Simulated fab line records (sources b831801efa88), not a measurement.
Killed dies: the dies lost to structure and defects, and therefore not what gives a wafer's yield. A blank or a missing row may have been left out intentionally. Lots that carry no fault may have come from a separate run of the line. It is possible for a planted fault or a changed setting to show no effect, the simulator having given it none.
Comparing a struck lot with a sound one    flow gf180mcu    43 out of 602 route steps
Sound: wafers L100.1, L100.2, L100.3. Struck: wafers L997.1, L997.2, L997.6. Last of all comes the cause.
At each step with rows: each side's tool, then ch and its chambers, then its first start. Under that, the readings that differ: sound wafers    struck wafers    difference of the means    sigmas: that difference in standard deviations of wafers without a fault.
alike: same words and numbers on both sides, and readings whose means sit less than 2 such deviations apart. not compared: any withheld reading, any reading some wafer has no value for, any bound like >300 that may hide the same value, and any number with overlapping values for which the record gives no deviation.
The two part at a step that has a row with sigmas, a row that says differs or no value, or rows on one side only. When numbers do not overlap yet have no deviation, they are printed without sigmas and do not part them. A reading missing from all wafers of one side parts the sides only when that side holds two or more wafers.

first, 2 steps without rows for these wafers: GF_MVSD_IMPLANT_08; GF_MVSD_IMPLANT_09.
GF_MVSD_STRIP_10: strips in O2/N2.
  sound on plasmaAsher-02 ch 0,1, day 7 20:13; struck on plasmaAsher-02 ch 0,1, day 7 01:49
reading                   sound              struck             difference  sigmas
stripTimeToEndpointS (s)  36.73 36.83 36.73  37.08 37.12 37.05  +0.32       +4
  alike: drypumpMotorCurrentA, heaterPowerW, o2FlowSccm, oesProductAu
  not compared: rfHoursCounterH
GF_MVSD_TW_MEAS_11:
  sound on filmMetro-04 at day 7 20:19; struck on filmMetro-04 at day 7 01:55
  alike: MVSD_TW
then, 7 steps without rows for these wafers: GF_MVPSD_DEHYDRATE_00 (time 60 s); GF_MVPSD_HMDS_01 (prime time 60 s); GF_MVPSD_COAT_02 (resist thk 3000 nm); GF_MVPSD_SOFTBAKE_03; GF_MVPSD_EXPOSE_04 (exposes mask MVPSD, target cd 1000 nm); GF_MVPSD_PEB_05; GF_MVPSD_DEVELOP_06 (develop time 60 s).
GF_MVPSD_OVL_MEAS_07:
  sound on overlay-02 at day 8 12:10; struck on overlay-02 at day 7 17:31
  alike: MVPSD_OVL
GF_MVPSD_IMPLANT_08:
  sound on implanter-03 ch 0, day 8 12:13; struck on implanter-02 ch 0, day 7 17:33
then, 1 step without rows for these wafers: GF_MVPSD_IMPLANT_09.
GF_MVPSD_STRIP_10: strips in O2/N2.
  sound on plasmaAsher-01 ch 0,1, day 8 12:31; struck on plasmaAsher-01 ch 0,1, day 7 17:51
  alike: drypumpMotorCurrentA, heaterPowerW, o2FlowSccm, oesProductAu, stripTimeToEndpointS
  not compared: rfHoursCounterH
GF_MVPSD_TW_MEAS_11:
  sound on filmMetro-01 at day 8 12:37; struck on filmMetro-04 at day 7 17:57
reading   sound        struck       difference  sigmas
MVPSD_TW  557 556 559  548 547 546  -10         -3
then, 7 steps without rows for these wafers: GF_VT_IMPLANT_DEHYDRATE_00 (time 60 s); GF_VT_IMPLANT_HMDS_01 (prime time 60 s); GF_VT_IMPLANT_COAT_02 (resist thk 1000 nm); GF_VT_IMPLANT_SOFTBAKE_03 (time 60 s); GF_VT_IMPLANT_EXPOSE_04 (exposes mask LVPWELL LV AREA, target cd 600 nm); GF_VT_IMPLANT_PEB_05; GF_VT_IMPLANT_DEVELOP_06 (develop time 60 s).
GF_VT_IMPLANT_OVL_MEAS_07:
  sound on overlay-02 at day 9 04:41; struck on overlay-02 at day 8 10:07
  alike: VT_IMPLANT_OVL
then, 1 step without rows for these wafers: GF_VT_IMPLANT_IMPLANT_08.
GF_VT_IMPLANT_STRIP_09: strips in O2/N2.
  sound on plasmaAsher-03 ch 0,1, day 9 04:52; struck on plasmaAsher-04 ch 0,1, day 8 10:18
  alike: drypumpMotorCurrentA, heaterPowerW, o2FlowSccm, oesProductAu, stripTimeToEndpointS
  not compared: rfHoursCounterH
GF_VT_IMPLANT_TW_MEAS_10:
  sound on filmMetro-03 at day 9 04:58; struck on filmMetro-03 at day 8 10:24
  alike: VT_IMPLANT_TW
then, 3 steps without rows for these wafers: GF_VT_IMPLANT_DEHYDRATE_11 (time 60 s); GF_VT_IMPLANT_HMDS_12 (prime time 60 s); GF_VT_IMPLANT_COAT_13 (resist thk 1000 nm).
GF_VT_IMPLANT_SOFTBAKE_14: time 60.77 s.
  sound on lithoTrack-04 ch 0, day 9 13:41; struck on lithoTrack-01 ch 0, day 8 18:31
  alike: plateSensorTCentreC, plateSensorTEdgeC
then, 3 steps without rows for these wafers: GF_VT_IMPLANT_EXPOSE_15 (exposes mask Nwell LV AREA, target cd 860 nm); GF_VT_IMPLANT_PEB_16; GF_VT_IMPLANT_DEVELOP_17 (develop time 60 s).
GF_VT_IMPLANT_OVL_MEAS_18:
  sound on overlay-01 at day 9 22:26; struck on overlay-01 at day 9 02:04
reading                 sound           struck          difference  sigmas
VT_IMPLANT_01_OVL (nm)  -0.9 -0.9 -1.0  -1.9 -3.8 -5.1  -2.7        -2
then, 1 step without rows for these wafers: GF_VT_IMPLANT_IMPLANT_19.
GF_VT_IMPLANT_STRIP_20: strips in O2/N2.
  sound on plasmaAsher-04 ch 0,1, day 9 22:37; struck on plasmaAsher-01 ch 0,1, day 9 02:15
reading            sound           struck          difference  sigmas
o2FlowSccm (sccm)  3008 2989 2988  3020 3010 3019  +21         +2
  alike: drypumpMotorCurrentA, heaterPowerW, oesProductAu, stripTimeToEndpointS
  not compared: rfHoursCounterH
GF_VT_IMPLANT_TW_MEAS_21:
  sound on filmMetro-01 at day 9 22:43; struck on filmMetro-03 at day 9 02:21
  alike: VT_IMPLANT_2_TW
then, 4 steps without rows for these wafers: GF_VT_IMPLANT_DEHYDRATE_22 (time 60 s); GF_VT_IMPLANT_HMDS_23 (prime time 60 s); GF_VT_IMPLANT_COAT_24 (resist thk 1000 nm); GF_VT_IMPLANT_SOFTBAKE_25 (time 60 s).
GF_VT_IMPLANT_RS_MEAS_49: the measuring method here is four-point-probe.
  sound on filmMetro-02 at day 11 12:02; struck on filmMetro-01 at day 10 14:50
reading            sound                 struck                difference  sigmas
MVPSD_RS (ohm/sq)  1175.3 1172.5 1171.9  1178.8 1178.3 1179.8  +5.7        +2

== WHERE THEY PART ==
Last at GF_VT_IMPLANT_RS_MEAS_49 as far as this record goes, first at GF_MVSD_STRIP_10.

WHY: what the simulator had put in
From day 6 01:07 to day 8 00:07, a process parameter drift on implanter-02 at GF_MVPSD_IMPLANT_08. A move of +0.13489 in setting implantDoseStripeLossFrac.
